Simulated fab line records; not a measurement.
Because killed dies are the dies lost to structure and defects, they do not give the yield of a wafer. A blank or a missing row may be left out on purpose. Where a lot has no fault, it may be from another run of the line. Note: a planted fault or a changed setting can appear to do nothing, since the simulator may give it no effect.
Which tool did it? + flow sky130 + 42 wafers from 14 lots sampled at 3 of the route's 708 steps

== WHAT THE GAUGES READ, wafer by wafer ==
The record holds no reading of a measuring or inspecting step that can be judged against a usual standard deviation.

== TOOL THAT RAN EACH LOT (tool first, then ch and the chambers of the sampled wafers, then the start) ==
| lot  | SKY_VIA2_CMP_02               | SKY_METAL3_SPUTTER_00       | SKY_CAPM_SPUTTER_02         |
|------|-------------------------------|-----------------------------|-----------------------------|
| L224 | cmp-01 ch 1,2, day 35 21:25   | pvdSputter-04, day 37 02:20 | pvdSputter-01, day 37 02:34 |
| L225 | cmp-02 ch 0,2, day 36 00:22   | pvdSputter-04, day 37 03:26 | pvdSputter-03, day 37 03:41 |
| L226 | cmp-02 ch 0,1, day 36 11:03   | pvdSputter-01, day 37 15:04 | pvdSputter-03, day 37 15:18 |
| L227 | cmp-01 ch 0,2,3, day 36 18:47 | pvdSputter-02, day 37 22:04 | pvdSputter-01, day 37 22:21 |
| L230 | cmp-02 ch 0,3, day 37 19:30   | pvdSputter-02, day 38 22:40 | pvdSputter-03, day 38 22:53 |
| L231 | cmp-02 ch 0,3, day 38 01:39   | pvdSputter-01, day 39 04:52 | pvdSputter-04, day 39 05:07 |
| L232 | cmp-01 ch 0,2,3, day 38 09:33 | pvdSputter-04, day 39 11:43 | pvdSputter-01, day 39 11:57 |
| L235 | cmp-02 ch 0,1,2, day 39 10:16 | pvdSputter-01, day 40 11:37 | pvdSputter-04, day 40 11:51 |
| L240 | cmp-02 ch 0,2,3, day 40 19:47 | pvdSputter-01, day 41 21:22 | pvdSputter-03, day 41 21:37 |
| L241 | cmp-01 ch 0,1,2, day 41 05:48 | pvdSputter-01, day 42 06:45 | pvdSputter-03, day 42 07:00 |
| L242 | cmp-01 ch 0,2,3, day 41 12:45 | pvdSputter-01, day 42 13:57 | pvdSputter-03, day 42 14:11 |
| L243 | cmp-01 ch 1,2,3, day 42 04:09 | pvdSputter-01, day 43 05:27 | pvdSputter-03, day 43 05:41 |
| L244 | cmp-02 ch 1,3, day 42 04:10   | pvdSputter-02, day 43 05:48 | pvdSputter-01, day 43 06:03 |
| L245 | cmp-02 ch 2,3, day 42 19:44   | pvdSputter-01, day 43 20:25 | pvdSputter-03, day 43 20:39 |
- SKY_VIA2_CMP_02: polishes SiO2.
- SKY_METAL3_SPUTTER_00: material Ti, target thk 15 nm, time 10 s.
- SKY_CAPM_SPUTTER_02: material TiN, target thk 200 nm, time 159.7 s.

== AS READ BY THE TOOLS THEMSELVES (means over the sampled wafers that have a number; for cases with no such wafer, the mark the record gives instead) ==
SKY_VIA2_CMP_02. Usual: motorCurrentA 11.7 A, standard deviation 1.3.
| lot  | tool   | motorCurrentA (A) | flag |
|------|--------|-------------------|------|
| L224 | cmp-01 | 11.6              |      |
| L225 | cmp-02 | 10.0              |      |
| L226 | cmp-02 | 10.8              |      |
| L227 | cmp-01 | 11.8              |      |
| L230 | cmp-02 | 11.2              |      |
| L231 | cmp-02 | 12.6              |      |
| L232 | cmp-01 | 12.5              |      |
| L235 | cmp-02 | 10.9              |      |
| L240 | cmp-02 | 11.5              |      |
| L241 | cmp-01 | 11.7              |      |
| L242 | cmp-01 | 12.0              |      |
| L243 | cmp-01 | 11.9              |      |
| L244 | cmp-02 | 12.7              |      |
| L245 | cmp-02 | 12.8              |      |

SKY_METAL3_SPUTTER_00. Usual: cathodeDcPowerW 3000.0 W, standard deviation 0.57; chamberPressurePa 0.4000 Pa, standard deviation 0.00082; throttleValvePct 29.7 %, standard deviation 0.7.
| lot  | tool          | cathodeDcPowerW (W) | chamberPressurePa (Pa) | throttleValvePct (%) | flag |
|------|---------------|---------------------|------------------------|----------------------|------|
| L224 | pvdSputter-04 | 2999.8              | 0.3994                 | 31.1                 |      |
| L225 | pvdSputter-04 | 2999.5              | 0.4002                 | 30.7                 |      |
| L226 | pvdSputter-01 | 2999.9              | 0.3995                 | 29.4                 |      |
| L227 | pvdSputter-02 | 3000.2              | 0.3999                 | 29.2                 |      |
| L230 | pvdSputter-02 | 2999.7              | 0.3996                 | 29.5                 |      |
| L231 | pvdSputter-01 | 3000.0              | 0.3999                 | 29.7                 |      |
| L232 | pvdSputter-04 | 2999.7              | 0.4006                 | 29.2                 |      |
| L235 | pvdSputter-01 | 2999.6              | 0.4001                 | 29.7                 |      |
| L240 | pvdSputter-01 | -                   | -                      | -                    | OFF  |
| L241 | pvdSputter-01 | -                   | -                      | -                    | OFF  |
| L242 | pvdSputter-01 | 3000.1              | 0.4001                 | 29.6                 |      |
| L243 | pvdSputter-01 | 2999.8              | 0.3998                 | 29.7                 |      |
| L244 | pvdSputter-02 | 3000.5              | 0.3997                 | 29.3                 |      |
| L245 | pvdSputter-01 | 3000.1              | 0.4005                 | 29.5                 |      |

SKY_CAPM_SPUTTER_02. Usual: cathodeDcPowerW 6500.1 W, standard deviation 1.1; chamberPressurePa 0.4001 Pa, standard deviation 0.00078; throttleValvePct 29.6 %, standard deviation 0.92.
| lot  | tool          | cathodeDcPowerW (W) | chamberPressurePa (Pa) | throttleValvePct (%) | flag |
|------|---------------|---------------------|------------------------|----------------------|------|
| L224 | pvdSputter-01 | 6500.3              | 0.4004                 | 29.4                 |      |
| L225 | pvdSputter-03 | 6500.0              | 0.3997                 | 29.3                 |      |
| L226 | pvdSputter-03 | 6500.2              | 0.3999                 | 29.8                 |      |
| L227 | pvdSputter-01 | 6501.2              | 0.4002                 | 29.6                 |      |
| L230 | pvdSputter-03 | 6500.7              | 0.4002                 | 28.3                 |      |
| L231 | pvdSputter-04 | 6499.5              | 0.4000                 | 29.8                 |      |
| L232 | pvdSputter-01 | 6499.7              | 0.4007                 | 29.5                 |      |
| L235 | pvdSputter-04 | 6500.3              | 0.4003                 | 30.8                 |      |
| L240 | pvdSputter-03 | 6499.1              | 0.3996                 | 29.8                 |      |
| L241 | pvdSputter-03 | 6500.9              | 0.4004                 | 29.2                 |      |
| L242 | pvdSputter-03 | 6498.9              | 0.4003                 | 29.8                 |      |
| L243 | pvdSputter-03 | 6499.6              | 0.4002                 | 29.8                 |      |
| L244 | pvdSputter-01 | 6501.0              | 0.4000                 | 29.6                 |      |
| L245 | pvdSputter-03 | 6500.9              | 0.4003                 | 29.2                 |      |

== THE ANSWER, worked out from the rows above alone ==
Rule: a lot is off if the mean of its wafers that have a number lies more than 3 standard deviations from the usual mean. A lot without any number at a reading at which 4 lots or more have one is off too. The other lots that the step has rows for count as sound. Order of review: gauges by route order, followed by the tools' own readings, for which a lot's mean as printed above is used. At the first step where some lot is off, the reading lying furthest off is the one used; lots without a number count as furthest.
Off at SKY_METAL3_SPUTTER_00 (cathodeDcPowerW): L240, L241. Without a number there: L240, L241.
If a tool, at that step or one of the process steps before it, ran each lot that is off and ran no sound lot following the first of them, it fits. No candidate that was tried fits.

== WHAT THE SIMULATOR HAD INSERTED ==
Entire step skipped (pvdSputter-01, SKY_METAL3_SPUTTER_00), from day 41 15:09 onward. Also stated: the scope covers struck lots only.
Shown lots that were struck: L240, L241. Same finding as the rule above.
